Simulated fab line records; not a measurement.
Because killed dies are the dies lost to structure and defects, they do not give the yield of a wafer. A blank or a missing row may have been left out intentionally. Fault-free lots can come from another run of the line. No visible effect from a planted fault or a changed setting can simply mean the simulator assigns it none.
What tool caused it?    flow gf180mcu    39 wafers from 13 lots sampled at 6 of the route's 602 steps

WHAT EACH GAUGE READ, for each wafer
GF_STI_CD_MEAS_12 targets a cd of 220 nm.
lot   measured     on         cd nm (nm)
L736  day 2 06:16  cd sem-01  220.2 220.1 218.7
L738  day 2 18:01  cd sem-01  218.5 219.4 219.6
L739  day 2 21:18  cd sem-01  222.0 221.1 221.1
L740  day 3 02:02  cd sem-02  219.6 219.9 219.6
L741  day 3 11:58  cd sem-01  219.7 220.0 220.7
L742  day 3 19:22  cd sem-02  220.2 219.1 220.3
L743  day 3 19:38  cd sem-01  219.9 219.7 221.3
L747  day 4 15:45  cd sem-02  219.2 217.7 219.7
L749  day 5 01:55  cd sem-01  219.6 220.5 218.8
L753  day 5 22:06  cd sem-01  222.5 222.2 221.2
L754  day 6 05:55  cd sem-01  218.3 219.4 219.7
L755  day 6 08:35  cd sem-01  216.7 217.1 217.5
L757  day 6 19:03  cd sem-02  223.4 222.7 221.7

GF_LVPWELL_OVL_MEAS_07.
lot   measured     on          LVPWELL_OVL (nm)
L736  day 4 00:55  overlay-02  2.7 1.2 1.9
L738  day 4 22:03  overlay-02  0.2 0.8 -0.7
L739  day 4 23:30  overlay-01  -0.8 0.5 -0.6
L740  day 5 05:57  overlay-01  0.9 -0.6 -0.9
L741  day 5 11:13  overlay-02  3.4 3.0 -0.7
L742  day 5 21:06  overlay-02  2.3 -0.4 -0.3
L743  day 5 19:57  overlay-02  0.0 1.3 -0.3
L747  day 6 16:46  overlay-01  -0.3 -0.4 -1.2
L749  day 7 05:45  overlay-02  - - -
L753  day 8 02:41  overlay-02  -0.5 0.0 0.7
L754  day 8 10:27  overlay-02  -1.6 0.4 -0.6
L755  day 8 14:01  overlay-01  -0.7 -2.3 -2.6
L757  day 9 01:46  overlay-01  1.0 2.1 -0.4

GF_LVPWELL_TW_MEAS_11.
lot   measured     on             LVPWELL_TW
L736  day 4 01:22  film metro-04  562 560 562
L738  day 4 22:29  film metro-04  561 559 559
L739  day 4 23:56  film metro-02  563 566 564
L740  day 5 06:23  film metro-04  559 560 560
L741  day 5 11:40  film metro-04  561 559 561
L742  day 5 21:32  film metro-04  559 561 561
L743  day 5 20:24  film metro-03  553 554 551
L747  day 6 17:12  film metro-04  557 558 559
L749  day 7 06:11  film metro-04  30 30 30
L753  day 8 03:08  film metro-03  551 550 551
L754  day 8 10:53  film metro-03  551 549 545
L755  day 8 14:28  film metro-03  551 553 550
L757  day 9 02:11  film metro-03  551 547 548

GF_NSD_CD_MEAS_07 targets a cd of 400 nm.
lot   measured      on         cd nm (nm)
L736  day 13 09:55  cd sem-01  399.2 400.8 397.9
L738  day 14 19:22  cd sem-02  401.2 401.4 399.4
L739  day 15 00:26  cd sem-02  396.9 396.9 399.2
L740  day 15 07:22  cd sem-01  401.3 399.9 399.2
L741  day 15 14:21  cd sem-01  398.4 397.7 397.9
L742  day 16 09:23  cd sem-02  400.4 397.8 399.5
L743  day 16 06:56  cd sem-01  401.4 399.4 402.1
L747  day 17 10:07  cd sem-01  398.9 402.2 401.2
L749  day 18 09:52  cd sem-02  402.6 405.1 403.6
L753  day 19 09:40  cd sem-01  399.2 401.2 401.8
L754  day 19 23:52  cd sem-02  401.0 399.9 400.7
L755  day 20 05:44  cd sem-02  401.9 400.6 403.0
L757  day 21 00:33  cd sem-01  398.3 398.0 401.3

GF_NSD_TW_MEAS_12.
lot   measured      on             NSD_TW
L736  day 13 10:27  film metro-01  4272 4278 4296
L738  day 14 19:54  film metro-01  4256 4231 4236
L739  day 15 00:59  film metro-03  4199 4203 4191
L740  day 15 07:55  film metro-01  4244 4208 4217
L741  day 15 14:52  film metro-02  4251 4279 4277
L742  day 16 09:56  film metro-01  4202 4202 4192
L743  day 16 07:28  film metro-03  4177 4198 4183
L747  day 17 10:39  film metro-01  4231 4229 4237
L749  day 18 10:25  film metro-01  4257 4250 4227
L753  day 19 10:14  film metro-02  4295 4304 4304
L754  day 20 00:25  film metro-03  4159 4184 4173
L755  day 20 06:16  film metro-01  4252 4242 4240
L757  day 21 01:07  film metro-01  4225 4239 4234

WHICH TOOL RAN EACH LOT (tool, then ch and the chambers of the sampled wafers, then the start)
lot   GF_LVPWELL_EXPOSE_04
L736  iline stepper-01 ch 0, day 3 17:54
L738  iline stepper-02 ch 0, day 4 15:22
L739  iline stepper-01 ch 0, day 4 16:44
L740  iline stepper-01 ch 0, day 4 22:41
L741  iline stepper-02 ch 0, day 5 04:38
L742  iline stepper-02 ch 0, day 5 14:00
L743  iline stepper-01 ch 0, day 5 12:51
L747  iline stepper-01 ch 0, day 6 09:26
L749  iline stepper-01 ch 0, day 6 22:14
L753  iline stepper-02 ch 0, day 7 18:23
L754  iline stepper-02 ch 0, day 8 02:29
L755  iline stepper-02 ch 0, day 8 06:29
L757  iline stepper-01 ch 0, day 8 16:52
- GF_LVPWELL_EXPOSE_04: exposes mask LVPWELL, target cd 600 nm.

WHAT THE TOOLS THEMSELVES READ (means of the sampled wafers that have a number; where no wafer has one, the mark that the record gives instead)
GF_LVPWELL_EXPOSE_04.
lot   tool              stage vel mm s (mm/s)
L736  iline stepper-01  499.83
L738  iline stepper-02  499.92
L739  iline stepper-01  500.23
L740  iline stepper-01  499.60
L741  iline stepper-02  500.29
L742  iline stepper-02  499.94
L743  iline stepper-01  499.76
L747  iline stepper-01  500.03
L749  iline stepper-01  500.00
L753  iline stepper-02  500.12
L754  iline stepper-02  500.12
L755  iline stepper-02  500.00
L757  iline stepper-01  500.07

THE ANSWER, worked out from the rows above alone
Rule: the lots themselves supply what counts as usual. Put in order of their means at a reading, lots are off if they are a third of the lots or fewer, leave a main group of 4 or more, and stand apart from it by a gap of 3 or more times the standard deviation of the main group's means; of several such gaps the widest counts. A main group whose means are all the same, to the digits that the tables above print for the reading, isn't used. A lot without any number at a reading at which 4 lots or more have one is off too. Where the step has rows for the other lots, those lots are counted as sound. The gauges are gone through in route order, then the tools' own readings, and for those a lot's mean is taken as printed above. The first step at which some lot is off is used, and at that step the reading that is off furthest; a lot without a number counts as furthest.
Off: at GF_LVPWELL_OVL_MEAS_07 (LVPWELL_OVL), L749. Without a number there: L749. The main group has a mean of 0.2 nm with a standard deviation of 1.
A tool fits if, at a process step before that reading, it ran every lot that is off, and no sound lot after the first of them. The gauges at GF_LVPWELL_OVL_MEAS_07 aren't tried: what is off there is off at GF_LVPWELL_TW_MEAS_11 too, on other tools, and a gauge's error can't cause that. No candidate that was tried fits.

WHAT THE SIMULATOR HAD PUT IN
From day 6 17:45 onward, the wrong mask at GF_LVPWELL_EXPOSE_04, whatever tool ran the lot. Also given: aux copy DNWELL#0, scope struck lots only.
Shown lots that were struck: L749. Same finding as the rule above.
